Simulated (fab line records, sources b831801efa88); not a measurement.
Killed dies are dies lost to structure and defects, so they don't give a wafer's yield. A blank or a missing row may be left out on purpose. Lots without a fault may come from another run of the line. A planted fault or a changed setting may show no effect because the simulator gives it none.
A struck lot beside a sound one | flow sky130 | 15 steps out of a route of 708
Sound: wafers L745.1, L745.2, L745.5. Struck: wafers L758.1, L758.2, L758.6. The cause comes at the end.
At each step with rows: each side's tool, then ch and its chambers, then its first start. Under that, the readings that differ: sound wafers | struck wafers | difference of the means | sigmas: that difference in standard deviations of wafers without a fault.
alike: readings whose means differ by less than 2 such deviations, and words and numbers that are the same on both sides. not compared: withheld readings, readings that some wafer has no value for, bounds like >300 that may hide the same value, and numbers for which the record gives no deviation and whose values overlap.
The two part at a step that has a row with sigmas, a row that says differs or no value, or rows on one side only. Numbers that don't overlap but have no deviation are shown without sigmas and don't part them. A reading that every wafer of one side lacks parts them only if that side has two wafers or more.

SKY_NWELL_OVL_MEAS_10:
  sound on overlay-02, day 6 17:10; struck on overlay-01, day 9 17:09
  alike: NWELL_00_OVL
then, 3 steps without rows for these wafers: SKY_NWELL_IMPLANT_11; SKY_NWELL_IMPLANT_12; SKY_NWELL_IMPLANT_13.
SKY_NWELL_STRIP_14: strips in O2/N2.
  sound on plasma_asher-03 ch 0,1, day 6 17:39; struck on plasma_asher-03 ch 0,1, day 9 17:38
  alike: drypump_motor_current_A, oes_product_au, strip_time_to_endpoint_s
  not compared: rf_hours_counter_h
SKY_NWELL_TW_MEAS_15:
  sound on film_metro-02, day 6 17:47; struck on film_metro-02, day 9 17:44
  alike: NWELL_TW
then, 6 steps without rows for these wafers: SKY_NWELL_DEHYDRATE_16 (time 60 s); SKY_NWELL_HMDS_17 (prime time 60 s); SKY_NWELL_COAT_18 (resist thk 3000 nm); SKY_NWELL_SOFTBAKE_19; SKY_NWELL_EXPOSE_20 (exposes mask NWM COMPLEMENT, target cd 840 nm); SKY_NWELL_PEB_21.
SKY_NWELL_DEVELOP_22: develop time 60 s.
  sound on litho_track-01 ch 0, day 7 11:00; struck on litho_track-04 ch 0, day 10 15:00
  reading              | sound             | struck            | difference | sigmas
  developer_temp_C (C) | 22.87 22.89 23.07 | 21.97 22.16 21.88 | -0.94      | -9
SKY_NWELL_OVL_MEAS_23:
  sound on overlay-02, day 7 11:46; struck on overlay-02, day 10 15:30
  alike: NWELL_01_OVL
SKY_PAD_OPEN_PROBE_99:
  the record has rows for the sound wafers here (prober-01, day 47 15:20) and none for the struck ones

WHERE THEY PART
First at SKY_NWELL_DEVELOP_22; last, within this record, at SKY_PAD_OPEN_PROBE_99.

WHY: what the simulator had put in
Process parameter drift: litho_track-04, from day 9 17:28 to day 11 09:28, at SKY_NWELL_DEVELOP_22. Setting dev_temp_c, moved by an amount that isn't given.
